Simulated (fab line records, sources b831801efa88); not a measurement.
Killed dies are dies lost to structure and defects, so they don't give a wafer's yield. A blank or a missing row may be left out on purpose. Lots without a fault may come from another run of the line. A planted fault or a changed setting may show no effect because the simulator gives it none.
fab line records | flow gf180mcu | part 1 of 2: steps 1 to 34 of 47
record lots=5 wafers=15 last_day=34
route steps=602 shown MVSD@72 MVPSD@78 VT_IMPLANT@90
lots that met no fault: from a run of the same line without faults
start_h: hours from the record's first day to the start of the lot's first wafer shown | wait_h: hours since the lot's step before | " the same as in the row above | L1.1+2: a row that stands for several wafers | - no value, or no start given | * or withheld: withheld | < > ~ a bound
route shown NAME@n: a module of which the file shows steps, and the number in the route of the first | usual: mean/standard deviation of fault-free wafers | same: alike in all rows | chamber/n: place in a boat | sites: the reading at each site | _std_site: their standard deviation | _edge_site: outer sites' mean less inner sites' | radius_mm: how far each site lies from the wafer's centre | mask NAME#n: copy n | behind: the tool/chamber that last shaped the wafer | hold: why the lot was held/for how many hours/how that ended | device: the transistor (n, p or np) that didn't switch | end of line: the same wafers' tests at the end of the route | a step without rows: its recipe alone | killed: dies lost to structure and defects at the first sort, not the wafer's yield | map: a wafer's dies, x killed, . not, _ none there
set.NAME: the setting as run; set.NAME@STEP: as run at that earlier step | model.NAME: the simulator's own value behind a step, which no gauge read
lots at some steps of the route; a table a step, a row a wafer
services: from which hour (start_h, from the record's first day; less than 0 if before it) a tool's chamber was out of use, for how many hours, and why
## steps
# step GF_MVSD_DEVELOP_06
# recipe wall_angle_deg=90 develop_time_s=60 dev_temp_c=23
# same develop_time_s=60
# columns lot.wafer tool chamber start_h wait_h
L082.1+4+6 litho_track-04 0 - -
L091.1+3+5 litho_track-04 0 - -
L094.3+5+6 litho_track-03 0 - -
L095.2+4+6 litho_track-03 0 - -
L097.1+3+4 litho_track-02 0 - -
# step GF_MVSD_OVL_MEAS_07
# usual MVSD_OVL=1.9/1.8
# columns lot.wafer tool chamber start_h wait_h MVSD_OVL[nm]
L082.1 overlay-02 - 128.67 - 3.1
L082.4 " - " " 3.3
L082.6 " - " " 3.0
L091.1 overlay-02 - 179.67 - 4.0
L091.3 " - " " 1.6
L091.5 " - " " 3.6
L094.3 overlay-01 - 201.17 - 0.5
L094.5 " - " " -0.9
L094.6 " - " " -1.4
L095.2 overlay-01 - 203.61 - 0.4
L095.4 " - " " 2.4
L095.6 " - " " 1.6
L097.1 overlay-01 - 222.05 - 2.4
L097.3 " - " " 1.5
L097.4 " - " " 2.3
# step GF_MVSD_IMPLANT_08
# recipe species=P energy_kev=400 dose_cm2=1.6e+13 tilt_deg=0
# columns lot.wafer tool chamber start_h wait_h
L082.1+4+6 implanter-04 0 128.71 0.0
L091.1+3+5 implanter-03 0 179.71 0.0
L094.3+5+6 implanter-01 0 201.24 0.1
L095.2+4+6 implanter-04 0 203.67 0.0
L097.1+3+4 implanter-03 0 222.09 0.0
# step GF_MVSD_IMPLANT_09
# recipe species=P energy_kev=100 dose_cm2=5e+12 tilt_deg=0
# columns lot.wafer tool chamber start_h wait_h
L082.1+4+6 implanter-04 0 128.86 0.1
L091.1+3+5 implanter-03 0 179.86 0.1
L094.3+5+6 implanter-01 0 201.39 0.1
L095.2+4+6 implanter-04 0 203.82 0.1
L097.1+3+4 implanter-03 0 222.24 0.1
# step GF_MVSD_STRIP_10
# recipe chemistry=O2/N2 power_w=1400 pressure_mtorr=1500 platen_temp_c=250 o2_flow_sccm=3000 n2_flow_sccm=300 overash_fraction=0.5
# usual drypump_motor_current_A=5.9/0.32 heater_power_w=316/16 oes_product_au=0.723/0.0041 strip_time_to_endpoint_s=37.01/0.086
# columns lot.wafer tool chamber start_h wait_h drypump_motor_current_A heater_power_w oes_product_au rf_hours_counter_h strip_time_to_endpoint_s
L082.1 plasma_asher-01 0 129.01 0.1 5.7 316 0.719 45 36.92
L082.4 " 0 " " 5.7 313 0.717 - 36.99
L082.6 " 1 " " 6.2 302 0.726 - 36.88
L091.1 plasma_asher-02 1 180.01 0.1 5.7 313 0.718 37 36.97
L091.3 " 1 " " 5.7 312 0.721 - 37.02
L091.5 " 0 " " 6.5 331 0.724 - 37.01
L094.3 plasma_asher-01 0 201.53 0.1 5.7 309 0.723 - 37.11
L094.5 " 0 " " 5.7 321 0.721 - 37.08
L094.6 " 1 " " 6.1 305 0.729 - 37.13
L095.2 plasma_asher-01 1 203.94 0.1 6.1 316 0.727 51 37.07
L095.4 " 0 " " 5.7 313 0.719 - 37.06
L095.6 " 1 " " 6.1 310 0.723 - 36.94
L097.1 plasma_asher-01 1 222.39 0.1 6.1 307 0.723 53 36.91
L097.3 " 0 " " 5.7 314 0.728 - 36.92
L097.4 " 1 " " 6.2 315 0.717 - 37.06
# step GF_MVSD_TW_MEAS_11
# usual MVSD_TW=1588/7.2
# columns lot.wafer tool chamber start_h wait_h MVSD_TW
L082.1 film_metro-01 - 129.11 0.1 1587
L082.4 " - " " 1598
L082.6 " - " " 1584
L091.1 film_metro-01 - 180.11 0.1 1580
L091.3 " - " " 1588
L091.5 " - " " 1586
L094.3 film_metro-02 - 201.61 0.1 1580
L094.5 " - " " 1593
L094.6 " - " " 1594
L095.2 film_metro-01 - 204.05 0.1 1585
L095.4 " - " " 1577
L095.6 " - " " 1576
L097.1 film_metro-02 - 222.49 0.1 1587
L097.3 " - " " 1586
L097.4 " - " " 1589
# step GF_MVPSD_DEHYDRATE_00
# recipe temp_c=200 time_s=60
# columns lot.wafer tool chamber start_h wait_h
L082.1+4+6 litho_track-01 0 135.37 6.2
L091.1+3+5 litho_track-03 0 187.56 7.4
L094.3+5+6 litho_track-01 0 209.62 8.0
L095.2+4+6 litho_track-03 0 212.68 8.6
L097.1+3+4 litho_track-02 0 230.25 7.8
# step GF_MVPSD_HMDS_01
# recipe prime_time_s=60 prime_temp_c=120
# columns lot.wafer tool chamber start_h wait_h
L082.1+4+6 litho_track-01 0 135.52 0.1
L091.1+3+5 litho_track-03 0 187.71 0.1
L094.3+5+6 litho_track-01 0 209.77 0.1
L095.2+4+6 litho_track-03 0 212.83 0.1
L097.1+3+4 litho_track-02 0 230.40 0.1
# step GF_MVPSD_COAT_02
# recipe spin_rpm=2000 resist_thk_nm=3000
# columns lot.wafer tool chamber start_h wait_h
L082.1+4+6 litho_track-01 0 135.67 0.1
L091.1+3+5 litho_track-03 0 187.86 0.1
L094.3+5+6 litho_track-01 0 209.92 0.1
L095.2+4+6 litho_track-03 0 212.98 0.1
L097.1+3+4 litho_track-02 0 230.55 0.1
# step GF_MVPSD_SOFTBAKE_03
# recipe temp_c=110 time_s=withheld
# columns lot.wafer tool chamber start_h wait_h
L082.1+4+6 litho_track-01 0 135.82 0.1
L091.1+3+5 litho_track-03 0 188.01 0.1
L094.3+5+6 litho_track-01 0 210.08 0.1
L095.2+4+6 litho_track-03 0 213.14 0.1
L097.1+3+4 litho_track-02 0 230.70 0.1
# step GF_MVPSD_EXPOSE_04
# recipe mask_id=MVPSD target_cd_nm=1000 na=0.6 source_shape=conventional sigma_outer=0.6 dose_mj=260
# usual focus_offset_nm=0.0/0.45
# same sigma_outer=0.6
# columns lot.wafer tool chamber start_h wait_h mask focus_offset_nm
L082.1 iline_stepper-02 0 - - MVPSD#0 0.3
L082.4 " 0 " " MVPSD#0 0.5
L082.6 " 0 " " MVPSD#0 0.1
L091.1 iline_stepper-02 0 - - MVPSD#0 0.5
L091.3 " 0 " " MVPSD#0 0.1
L091.5 " 0 " " MVPSD#0 0.2
L094.3 iline_stepper-02 0 - - MVPSD#0 0.0
L094.5 " 0 " " MVPSD#0 0.4
L094.6 " 0 " " MVPSD#0 -0.2
L095.2 iline_stepper-01 0 - - MVPSD#0 0.1
L095.4 " 0 " " MVPSD#0 -0.1
L095.6 " 0 " " MVPSD#0 0.2
L097.1 iline_stepper-01 0 - - MVPSD#0 0.5
L097.3 " 0 " " MVPSD#0 -0.2
L097.4 " 0 " " MVPSD#0 -0.3
# step GF_MVPSD_PEB_05
# recipe temp_c=115 time_s=withheld
# columns lot.wafer tool chamber start_h wait_h
L082.1+4+6 litho_track-03 0 - -
L091.1+3+5 litho_track-02 0 - -
L094.3+5+6 litho_track-02 0 - -
L095.2+4+6 litho_track-01 0 - -
L097.1+3+4 litho_track-01 0 - -
# step GF_MVPSD_DEVELOP_06
# recipe wall_angle_deg=90 develop_time_s=60 dev_temp_c=23
# same develop_time_s=60
# columns lot.wafer tool chamber start_h wait_h
L082.1+4+6 litho_track-03 0 - -
L091.1+3+5 litho_track-02 0 - -
L094.3+5+6 litho_track-02 0 - -
L095.2+4+6 litho_track-01 0 - -
L097.1+3+4 litho_track-01 0 - -
# step GF_MVPSD_OVL_MEAS_07
# usual MVPSD_OVL=0.5/1.5
# columns lot.wafer tool chamber start_h wait_h MVPSD_OVL[nm]
L082.1 overlay-02 - 143.96 - -1.3
L082.4 " - " " 1.4
L082.6 " - " " 1.1
L091.1 overlay-02 - 196.05 - 2.5
L091.3 " - " " 3.4
L091.5 " - " " 1.2
L094.3 overlay-02 - 218.72 - -0.8
L094.5 " - " " 1.6
L094.6 " - " " 0.1
L095.2 overlay-02 - 221.52 - -0.3
L095.4 " - " " 1.0
L095.6 " - " " -0.7
L097.1 overlay-01 - 240.17 - 1.8
L097.3 " - " " 1.0
L097.4 " - " " 3.1
# step GF_MVPSD_IMPLANT_08
# recipe species=B energy_kev=170 dose_cm2=1.5e+13 tilt_deg=0
# columns lot.wafer tool chamber start_h wait_h
L082.1+4+6 implanter-01 0 144.00 0.0
L091.1+3+5 implanter-01 0 196.09 0.0
L094.3+5+6 implanter-01 0 218.79 0.1
L095.2+4+6 implanter-01 0 221.58 0.0
L097.1+3+4 implanter-02 0 240.20 0.0
# step GF_MVPSD_IMPLANT_09
# recipe species=B energy_kev=40 dose_cm2=5e+12 tilt_deg=0
# columns lot.wafer tool chamber start_h wait_h
L082.1+4+6 implanter-01 0 144.15 0.1
L091.1+3+5 implanter-01 0 196.24 0.1
L094.3+5+6 implanter-01 0 218.94 0.1
L095.2+4+6 implanter-01 0 221.73 0.1
L097.1+3+4 implanter-02 0 240.35 0.1
# step GF_MVPSD_STRIP_10
# recipe chemistry=O2/N2 power_w=1400 pressure_mtorr=1500 platen_temp_c=250 o2_flow_sccm=3000 n2_flow_sccm=300 overash_fraction=0.5
# usual drypump_motor_current_A=5.94/0.28 heater_power_w=304/19 oes_product_au=0.723/0.0046 strip_time_to_endpoint_s=37.00/0.088
# columns lot.wafer tool chamber start_h wait_h drypump_motor_current_A heater_power_w oes_product_au rf_hours_counter_h strip_time_to_endpoint_s
L082.1 plasma_asher-03 0 144.30 0.1 5.79 280 0.729 3 36.84
L082.4 " 1 " " 5.86 297 0.722 - 36.86
L082.6 " 1 " " 5.86 298 0.729 - 36.79
L091.1 plasma_asher-03 1 196.39 0.1 5.86 291 0.733 9 37.00
L091.3 " 1 " " 5.86 286 0.720 - 37.06
L091.5 " 0 " " 5.76 271 0.723 - 37.00
L094.3 plasma_asher-03 1 219.07 0.1 5.84 292 0.720 - 37.09
L094.5 " 1 " " 5.86 293 0.722 - 37.06
L094.6 " 0 " " 5.75 279 0.726 - 37.09
L095.2 plasma_asher-03 0 221.85 0.1 5.79 278 0.716 12 36.85
L095.4 " 0 " " 5.79 279 0.722 - 36.82
L095.6 " 1 " " 5.85 285 0.719 - 36.89
L097.1 plasma_asher-01 1 240.50 0.1 6.11 319 0.730 55 37.01
L097.3 " 0 " " 5.69 320 0.720 - 37.05
L097.4 " 1 " " 6.12 319 0.726 - 37.05
# step GF_MVPSD_TW_MEAS_11
# usual MVPSD_TW=555.6/2.8
# columns lot.wafer tool chamber start_h wait_h MVPSD_TW
L082.1 film_metro-01 - 144.40 0.1 555.9
L082.4 " - " " 556.9
L082.6 " - " " 555.0
L091.1 film_metro-02 - 196.49 0.1 554.1
L091.3 " - " " 556.3
L091.5 " - " " 557.2
L094.3 film_metro-01 - 219.16 0.1 554.1
L094.5 " - " " 555.2
L094.6 " - " " 551.2
L095.2 film_metro-04 - 221.96 0.1 554.6
L095.4 " - " " 554.0
L095.6 " - " " 558.9
L097.1 film_metro-02 - 240.60 0.1 555.9
L097.3 " - " " 554.7
L097.4 " - " " 553.1
# step GF_VT_IMPLANT_DEHYDRATE_00
# recipe temp_c=200 time_s=60
# columns lot.wafer tool chamber start_h wait_h
L082.1+4+6 litho_track-01 0 151.52 7.1
L091.1+3+5 litho_track-01 0 204.52 8.0
L094.3+5+6 litho_track-03 0 227.71 8.5
L095.2+4+6 litho_track-01 0 229.99 8.0
L097.1+3+4 litho_track-03 0 249.41 8.8
# step GF_VT_IMPLANT_HMDS_01
# recipe prime_time_s=60 prime_temp_c=120
# columns lot.wafer tool chamber start_h wait_h
L082.1+4+6 litho_track-01 0 151.67 0.1
L091.1+3+5 litho_track-01 0 204.67 0.1
L094.3+5+6 litho_track-03 0 227.86 0.1
L095.2+4+6 litho_track-01 0 230.14 0.1
L097.1+3+4 litho_track-03 0 249.56 0.1
# step GF_VT_IMPLANT_COAT_02
# recipe resist=NOVOLAK spin_rpm=3000 resist_thk_nm=1000
# columns lot.wafer tool chamber start_h wait_h
L082.1+4+6 litho_track-01 0 151.82 0.1
L091.1+3+5 litho_track-01 0 204.82 0.1
L094.3+5+6 litho_track-03 0 228.01 0.1
L095.2+4+6 litho_track-01 0 230.29 0.1
L097.1+3+4 litho_track-03 0 249.71 0.1
# step GF_VT_IMPLANT_SOFTBAKE_03
# recipe temp_c=90 time_s=60 resist=NOVOLAK
# columns lot.wafer tool chamber start_h wait_h
L082.1+4+6 litho_track-01 0 151.97 0.1
L091.1+3+5 litho_track-01 0 204.97 0.1
L094.3+5+6 litho_track-03 0 228.16 0.1
L095.2+4+6 litho_track-01 0 230.44 0.1
L097.1+3+4 litho_track-03 0 249.86 0.1
# step GF_VT_IMPLANT_EXPOSE_04
# recipe mask_id=LVPWELL_LV_AREA target_cd_nm=600 na=0.6 source_shape=conventional sigma_outer=0.6 dose_mj=140
# usual focus_offset_nm=-0.1/0.48
# same sigma_outer=0.6
# columns lot.wafer tool chamber start_h wait_h mask focus_offset_nm
L082.1 iline_stepper-01 0 - - LVPWELL_LV_AREA#0 0.3
L082.4 " 0 " " LVPWELL_LV_AREA#0 0.7
L082.6 " 0 " " LVPWELL_LV_AREA#0 0.4
L091.1 iline_stepper-02 0 - - LVPWELL_LV_AREA#0 0.3
L091.3 " 0 " " LVPWELL_LV_AREA#0 -0.5
L091.5 " 0 " " LVPWELL_LV_AREA#0 -0.1
L094.3 iline_stepper-01 0 - - LVPWELL_LV_AREA#0 0.7
L094.5 " 0 " " LVPWELL_LV_AREA#0 -0.1
L094.6 " 0 " " LVPWELL_LV_AREA#0 0.1
L095.2 iline_stepper-02 0 - - LVPWELL_LV_AREA#0 -0.1
L095.4 " 0 " " LVPWELL_LV_AREA#0 -0.4
L095.6 " 0 " " LVPWELL_LV_AREA#0 -0.3
L097.1 iline_stepper-02 0 - - LVPWELL_LV_AREA#0 0.3
L097.3 " 0 " " LVPWELL_LV_AREA#0 -0.7
L097.4 " 0 " " LVPWELL_LV_AREA#0 -0.4
# step GF_VT_IMPLANT_PEB_05
# recipe temp_c=withheld time_s=* resist=NOVOLAK
# columns lot.wafer tool chamber start_h wait_h
L082.1+4+6 litho_track-03 0 - -
L091.1+3+5 litho_track-03 0 - -
L094.3+5+6 litho_track-04 0 - -
L095.2+4+6 litho_track-04 0 - -
L097.1+3+4 litho_track-01 0 - -
# step GF_VT_IMPLANT_DEVELOP_06
# recipe develop_time_s=60 dev_temp_c=23
# same develop_time_s=60
# columns lot.wafer tool chamber start_h wait_h
L082.1+4+6 litho_track-03 0 159.56 0.1
L091.1+3+5 litho_track-03 0 213.81 0.1
L094.3+5+6 litho_track-04 0 237.07 0.1
L095.2+4+6 litho_track-04 0 239.55 0.1
L097.1+3+4 litho_track-01 0 259.02 0.1
# step GF_VT_IMPLANT_OVL_MEAS_07
# usual VT_IMPLANT_OVL=1.6/1.4
# columns lot.wafer tool chamber start_h wait_h VT_IMPLANT_OVL[nm]
L082.1 overlay-01 - 159.71 0.1 2.5
L082.4 " - " " 0.0
L082.6 " - " " 0.2
L091.1 overlay-01 - 213.96 0.1 0.4
L091.3 " - " " 0.5
L091.5 " - " " -0.7
L094.3 overlay-02 - 237.18 0.1 1.8
L094.5 " - " " 2.8
L094.6 " - " " 2.4
L095.2 overlay-01 - 239.68 0.1 1.7
L095.4 " - " " 0.7
L095.6 " - " " 1.6
L097.1 overlay-02 - 259.17 0.1 0.9
L097.3 " - " " 1.3
L097.4 " - " " 2.5
# step GF_VT_IMPLANT_IMPLANT_08
# recipe species=BF2 energy_kev=20 dose_cm2=8.29e+12 tilt_deg=7
# columns lot.wafer tool chamber start_h wait_h
L082.1+4+6 implanter-04 0 159.75 0.0
L091.1+3+5 implanter-03 0 213.99 0.0
L094.3+5+6 implanter-03 0 237.26 0.1
L095.2+4+6 implanter-03 0 239.73 0.0
L097.1+3+4 implanter-03 0 259.20 0.0
# step GF_VT_IMPLANT_STRIP_09
# recipe chemistry=O2/N2 power_w=1400 pressure_mtorr=1500 platen_temp_c=250 o2_flow_sccm=3000 n2_flow_sccm=300 overash_fraction=0.5
# usual drypump_motor_current_A=5.9/0.31 heater_power_w=307/22 oes_product_au=0.715/0.0044 strip_time_to_endpoint_s=12.65/0.038
# columns lot.wafer tool chamber start_h wait_h drypump_motor_current_A heater_power_w oes_product_au rf_hours_counter_h strip_time_to_endpoint_s
L082.1 plasma_asher-03 1 159.90 0.1 5.9 286 0.711 5 12.72
L082.4 " 1 " " 5.9 286 0.717 - 12.67
L082.6 " 1 " " 5.9 295 0.718 - 12.67
L091.1 plasma_asher-02 1 214.14 0.1 5.7 308 0.720 40 12.68
L091.3 " 1 " " 5.7 316 0.716 - 12.64
L091.5 " 1 " " 5.7 311 0.714 - 12.68
L094.3 plasma_asher-02 0 237.39 0.1 6.5 318 0.711 - 12.61
L094.5 " 1 " " 5.8 310 0.720 - 12.67
L094.6 " 0 " " 6.5 329 0.709 - 12.63
L095.2 plasma_asher-04 0 239.86 0.1 6.1 339 0.717 60 12.66
L095.4 " 1 " " 5.5 279 0.720 - 12.65
L095.6 " 1 " " 5.5 296 0.711 - 12.65
L097.1 plasma_asher-02 0 259.35 0.1 6.5 329 0.721 45 12.65
L097.3 " 1 " " 5.7 316 0.712 - 12.59
L097.4 " 0 " " 6.5 326 0.717 - 12.62
# step GF_VT_IMPLANT_TW_MEAS_10
# usual VT_IMPLANT_TW=564/5
# columns lot.wafer tool chamber start_h wait_h VT_IMPLANT_TW
L082.1 film_metro-04 - 159.99 0.1 567
L082.4 " - " " 565
L082.6 " - " " 567
L091.1 film_metro-04 - 214.24 0.1 565
L091.3 " - " " 564
L091.5 " - " " 563
L094.3 film_metro-03 - 237.48 0.1 559
L094.5 " - " " 557
L094.6 " - " " 558
L095.2 film_metro-04 - 239.97 0.1 566
L095.4 " - " " 569
L095.6 " - " " 570
L097.1 film_metro-04 - 259.45 0.1 569
L097.3 " - " " 567
L097.4 " - " " 568
# step GF_VT_IMPLANT_DEHYDRATE_11
# recipe temp_c=200 time_s=60
# columns lot.wafer tool chamber start_h wait_h
L082.1+4+6 litho_track-04 0 167.02 7.0
L091.1+3+5 litho_track-03 0 221.71 7.5
L094.3+5+6 litho_track-03 0 246.56 9.1
L095.2+4+6 litho_track-04 0 248.85 8.9
L097.1+3+4 litho_track-04 0 268.52 9.1
# step GF_VT_IMPLANT_HMDS_12
# recipe prime_time_s=60 prime_temp_c=120
# columns lot.wafer tool chamber start_h wait_h
L082.1+4+6 litho_track-04 0 167.17 0.1
L091.1+3+5 litho_track-03 0 221.86 0.1
L094.3+5+6 litho_track-03 0 246.71 0.1
L095.2+4+6 litho_track-04 0 249.00 0.1
L097.1+3+4 litho_track-04 0 268.67 0.1
# step GF_VT_IMPLANT_COAT_13
# recipe resist=NOVOLAK spin_rpm=3000 resist_thk_nm=1000
# columns lot.wafer tool chamber start_h wait_h
L082.1+4+6 litho_track-04 0 167.32 0.1
L091.1+3+5 litho_track-03 0 222.01 0.1
L094.3+5+6 litho_track-03 0 246.86 0.1
L095.2+4+6 litho_track-04 0 249.15 0.1
L097.1+3+4 litho_track-04 0 268.82 0.1
# step GF_VT_IMPLANT_SOFTBAKE_14
# recipe temp_c=90 time_s=60 resist=NOVOLAK
# columns lot.wafer tool chamber start_h wait_h
L082.1+4+6 litho_track-04 0 167.47 0.1
L091.1+3+5 litho_track-03 0 222.16 0.1
L094.3+5+6 litho_track-03 0 247.01 0.1
L095.2+4+6 litho_track-04 0 249.30 0.1
L097.1+3+4 litho_track-04 0 268.97 0.1
# step GF_VT_IMPLANT_EXPOSE_15
# recipe mask_id=Nwell_LV_AREA target_cd_nm=860 na=0.6 source_shape=conventional sigma_outer=0.6 dose_mj=140
# usual focus_offset_nm=0.1/0.51
# same sigma_outer=0.6
# columns lot.wafer tool chamber start_h wait_h mask focus_offset_nm
L082.1 iline_stepper-02 0 - - Nwell_LV_AREA#0 -0.3
L082.4 " 0 " " Nwell_LV_AREA#0 -0.2
L082.6 " 0 " " Nwell_LV_AREA#0 0.1
L091.1 iline_stepper-01 0 - - Nwell_LV_AREA#0 -0.5
L091.3 " 0 " " Nwell_LV_AREA#0 0.8
L091.5 " 0 " " Nwell_LV_AREA#0 1.1
L094.3 iline_stepper-01 0 - - Nwell_LV_AREA#0 0.1
L094.5 " 0 " " Nwell_LV_AREA#0 -0.3
L094.6 " 0 " " Nwell_LV_AREA#0 0.8
L095.2 iline_stepper-01 0 - - Nwell_LV_AREA#0 -0.1
L095.4 " 0 " " Nwell_LV_AREA#0 -0.1
L095.6 " 0 " " Nwell_LV_AREA#0 -0.8
L097.1 iline_stepper-01 0 - - Nwell_LV_AREA#0 -0.4
L097.3 " 0 " " Nwell_LV_AREA#0 -0.9
L097.4 " 0 " " Nwell_LV_AREA#0 -0.6
